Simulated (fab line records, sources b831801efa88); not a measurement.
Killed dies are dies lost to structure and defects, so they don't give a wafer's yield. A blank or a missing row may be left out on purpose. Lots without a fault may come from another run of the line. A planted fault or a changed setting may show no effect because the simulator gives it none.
Split-lot experiment | flow gf180mcu | 5 lots, 23 wafers read, on a route of 602 steps

THE SPLIT
At GF_MVSD_COAT_02 (resist thk 3000 nm), the setting spin_rpm was moved away from the recipe's 2000 rpm on 11 of the 23 wafers read, by -6.9% to -2.2%. The other wafers ran this setting at the recipe's value.

The reading is taken at the split's own step.

THE READING
coat_of_MVSD_COAT_02.thk_nm (the simulator's own value, which no gauge read), in nm, at GF_MVSD_COAT_02 (resist thk 3000 nm). The file gives no usual value for it. The 12 wafers here that ran the recipe average 2996 nm, standard deviation 7.5 nm.

wafer  | tool, chamber at the split | spin_rpm as run, rpm | against the recipe | coat_of_MVSD_COAT_02.thk_nm, nm | against lot-mates on the recipe
L077.1 | litho_track-04, 0          | 1901                 | -4.9%              | 3064                            | +68
L077.2 | litho_track-04, 0          | 1901                 | -4.9%              | 3077                            | +80
L077.3 | litho_track-04, 0          | 2000                 | recipe             | 2990                            | -
L077.5 | litho_track-04, 0          | 1901                 | -4.9%              | 3078                            | +82
L077.6 | litho_track-04, 0          | 2000                 | recipe             | 3003                            | -
L078.1 | litho_track-01, 0          | 1956                 | -2.2%              | 3046                            | +40
L078.2 | litho_track-01, 0          | 1956                 | -2.2%              | 3041                            | +35
L078.5 | litho_track-01, 0          | 1956                 | -2.2%              | 3041                            | +35
L078.3 | litho_track-01, 0          | 2000                 | recipe             | 3009                            | -
L078.6 | litho_track-01, 0          | 2000                 | recipe             | 3003                            | -
L079.1 | litho_track-04, 0          | 2000                 | recipe             | 3004                            | -
L079.4 | litho_track-04, 0          | 2000                 | recipe             | 2999                            | -
L079.6 | litho_track-04, 0          | 2000                 | recipe             | 3001                            | -
L082.1 | litho_track-04, 0          | 2000                 | recipe             | 2988                            | -
L082.6 | litho_track-04, 0          | 2000                 | recipe             | 2988                            | -
L082.2 | litho_track-04, 0          | 1863                 | -6.9%              | 3101                            | +113
L082.3 | litho_track-04, 0          | 2000                 | recipe             | 2989                            | -
L082.5 | litho_track-04, 0          | 1863                 | -6.9%              | 3094                            | +106
L084.1 | litho_track-02, 0          | 2000                 | recipe             | 2988                            | -
L084.2 | litho_track-02, 0          | 1953                 | -2.3%              | 3037                            | +48
L084.4 | litho_track-02, 0          | 1953                 | -2.3%              | 3034                            | +44
L084.5 | litho_track-02, 0          | 1953                 | -2.3%              | 3030                            | +40
L084.6 | litho_track-02, 0          | 2000                 | recipe             | 2991                            | -

THE FIT
A straight line over all 23 wafers: coat_of_MVSD_COAT_02.thk_nm changes by -15.2 nm for each +1% of spin_rpm; r = -0.98; the points scatter about the line by 7.9 nm.
The same after taking each lot's own level away (the mean of its wafers on the recipe; 23 wafers): -15.9 nm for each +1%; r = -0.99; scatter 4.6 nm.
On that fit, the largest move of spin_rpm shifts the reading by 1.1e+02 nm.
The lots' own levels span 2988.3 to 3006.0 nm, that is 2.4 times the standard deviation above.
So the lot-to-lot level changes the slope little: the two slopes agree.
Check: with one of the wafers moved furthest among these (-6.9%) left out of the fit, the line predicts +108 nm for it against its lot-mates. It came out at +113 nm against them.

OTHER SPLITS ON THESE WAFERS
These wafers also went through other splits before the reading. Each is held against what the fit with the lots' levels taken away leaves over:
other split on the same wafers | wafers away from the commonest value | r with coat_of_MVSD_COAT_02.thk_nm (lot level and that fit taken away)
GF_STI_OXIDATION_01 temp_c     | 15                                   | -0.09
GF_STI_OXIDATION_29 ox_time_s  | 15                                   | -0.14

THE WHOLE CHAIN: every reading that the file lists as answering this split, in the file's order
step             | what it does       | reading                                                                      | change (the file's fit)              | r (the file's)
GF_MVSD_COAT_02  | resist thk 3000 nm | coat_of_MVSD_COAT_02.thk_nm (the simulator's own value, which no gauge read) | -16 nm for each +1% of the setting   | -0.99
GF_MVSD_STRIP_10 | strips in O2/N2    | strip_time_to_endpoint_s                                                     | withheld for each +1% of the setting | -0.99

THE FILE'S OWN FIT
coat_of_MVSD_COAT_02.thk_nm changes by -16 nm for each +1% of spin_rpm, r = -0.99.
